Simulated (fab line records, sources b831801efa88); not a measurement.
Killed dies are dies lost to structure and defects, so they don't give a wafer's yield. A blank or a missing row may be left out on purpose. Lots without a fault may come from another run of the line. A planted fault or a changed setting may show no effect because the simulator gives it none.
One fault seen from 2 desks | flow gf180mcu | each desk has only its own numbers; what lay behind them comes last

THE TOOL OWNER'S DESK: hdpcvd-01
The tool's own readings at GF_V3_CVD_00 (deposits SiO2, target thk 600 nm, time 100 s): means of the sampled wafers that have a number, for each lot that ran on this tool. A lot is out of limits, marked OUT, if its mean lies more than 4 standard deviations from the usual mean; the brackets give that distance.
Columns: A = sih4_flow_sccm at GF_V3_CVD_00, usual 60.01 sccm
lot  | first seen here | A
L976 | day 21 17:10    | 60.07
L977 | day 22 05:20    | 60.03
L985 | day 25 00:50    | 59.95
L986 | day 25 14:08    | 60.07
L987 | day 25 17:05    | 59.98
L988 | day 25 22:44    | 60.06
L990 | day 26 13:02    | 60.01
L995 | day 28 03:35    | 51.11 (-52) OUT
This desk's finding: out of limits on L995; first on L995, day 28 03:35 (sih4_flow_sccm at GF_V3_CVD_00). In limits: L976, L977, L985, L986, L987, L988, L990.

THE METROLOGY DESK
What the gauges read, lot by lot, whatever tool the lot ran on: means of the sampled wafers that have a number. A lot is out of limits, marked OUT, if its mean lies more than 4 standard deviations from the usual mean; the brackets give that distance.
Columns: A = M3_ALCU_THK at GF_M3_THK_MEAS_06, usual 451 nm; B = M3_OVL at GF_M3_OVL_MEAS_15, usual 0 nm; C = V3_CVD_00_THK at GF_V3_THK_MEAS_01, usual 603 nm
lot  | first seen here | A   | B  | C
L976 | day 20 16:55    | 456 | -1 | 605
L977 | day 21 04:54    | 448 | -2 | 604
L978 | day 21 15:11    | 448 | 2  | 599
L979 | day 22 00:07    | 453 | 1  | 604
L985 | day 24 02:17    | 456 | -1 | 600
L986 | day 24 16:20    | 450 | 10 | 604
L987 | day 24 18:59    | 453 | -6 | 612
L988 | day 25 00:40    | 445 | 6  | 612
L989 | day 25 11:17    | 450 | 7  | 612
L990 | day 25 15:43    | 446 | 0  | 605
L995 | day 27 06:59    | 452 | -2 | 506 (-14) OUT
L997 | day 27 15:53    | 451 | 7  | 597
L998 | day 28 05:43    | 449 | -0 | 600
This desk's finding: out of limits on L995; first on L995, day 28 03:40 (V3_CVD_00_THK at GF_V3_THK_MEAS_01). In limits: L976, L977, L978, L979, L985, L986, L987, L988, L989, L990, L997, L998.

PUT TOGETHER
The tool owner's desk could have raised an alarm at day 28 03:35, on L995.
The metrology desk could have raised an alarm at day 28 03:40, on L995.
Of the lots named, all ran GF_V3_CVD_00 on hdpcvd-01.

WHAT THE SIMULATOR HAD PUT IN
Process parameter drift: hdpcvd-01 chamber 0, from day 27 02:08 on, at GF_V3_CVD_00. Setting sih4_flow_sccm, moved by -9, from 60. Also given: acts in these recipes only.
Lots struck among those shown: L995.
Hours from the fault's start to each desk's first reading out of limits: the tool owner's desk, 25; the metrology desk, 26.
